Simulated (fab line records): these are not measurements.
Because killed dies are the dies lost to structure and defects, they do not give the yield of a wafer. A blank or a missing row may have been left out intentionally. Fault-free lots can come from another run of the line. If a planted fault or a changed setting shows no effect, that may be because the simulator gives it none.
Struck lot and sound lot, side by side ; flow sky130 ; 14 steps out of a route of 708
Sound: these wafers, L298.1, L298.2, L298.4. Wafers struck: L301.2, L301.4, L301.6. The cause is given at the end.
For every step that has rows: the tool of each side, followed by ch and its chambers, followed by its first start. Under that, the readings that differ: sound wafers ; struck wafers ; difference of the means ; sigmas: that difference in standard deviations of wafers without a fault.
alike: a reading whose means differ by less than 2 such deviations, as well as words and numbers matching on both sides. not compared: withheld readings; readings where some wafer has no value; bounds like >300 that might hide an equal value; numbers whose values overlap and for which the record gives no deviation.
A row with sigmas, a row that says differs or no value, or rows on one side alone: a step with any of these is where the two part. Numbers that don't overlap but have no deviation are shown without sigmas and don't part them. A reading missing from all wafers of one side parts the sides only when that side holds two or more wafers.

SKY_SD_N_RS_MEAS_18: measures by four-point-probe.
  sound on film metro-02, day 28 23:22; struck on film metro-02, day 29 19:02
  alike: RES_XHIGH_RS
then, 2 steps without rows for these wafers: SKY_SALICIDE_CLEAN_00 (cleans in HF-last, time 30 s); SKY_LI_CONTACT_HDPCVD_00 (deposits PSG, target thk 930 nm, time 155 s).
SKY_LI_CONTACT_THK_MEAS_01:
  sound on film metro-03, day 28 23:37; struck on film metro-01, day 29 19:16
  alike: LI_CONTACT_HDPCVD_THK
SKY_LI_CONTACT_CMP_02: polishes PSG.
  sound on cmp-01 ch 1,2,3, day 28 23:55; struck on cmp-02 ch 0,1, day 29 19:22
  alike: edge zone pressure frac, motor current A, retaining ring pressure frac, slurry filter dp kPa, time to endpoint s
SKY_LI_CONTACT_BOW_MEAS_03:
  sound on film metro-01, day 29 00:13; struck on film metro-01, day 29 19:38
  alike: LI_CONTACT_BOW
then, 6 steps without rows for these wafers: SKY_LI_CONTACT_DEHYDRATE_04 (time 60 s); SKY_LI_CONTACT_HMDS_05 (prime time 60 s); SKY_LI_CONTACT_COAT_06 (resist thk 60 nm); SKY_LI_CONTACT_COAT_07 (resist thk 450 nm); SKY_LI_CONTACT_SOFTBAKE_08 (time 90 s); SKY_LI_CONTACT_EXPOSE_09 (exposes mask LICM1, target cd 170 nm).
SKY_LI_CONTACT_PEB_10:
  struck on litho track-03, day 30 23:00; sound on litho track-02 ch 0, day 30 02:00
reading;sound;struck;difference;sigmas
exhaust pa (Pa);45.6 44.4 44.3;- - -;no value on the struck wafers;
  not compared: chill plate temp C
then, 1 step without rows for these wafers: SKY_LI_CONTACT_DEVELOP_11 (develop time 60 s).

## WHERE THEY PART
SKY_LI_CONTACT_PEB_10 only, going by this record.

WHY: what the simulator had put in
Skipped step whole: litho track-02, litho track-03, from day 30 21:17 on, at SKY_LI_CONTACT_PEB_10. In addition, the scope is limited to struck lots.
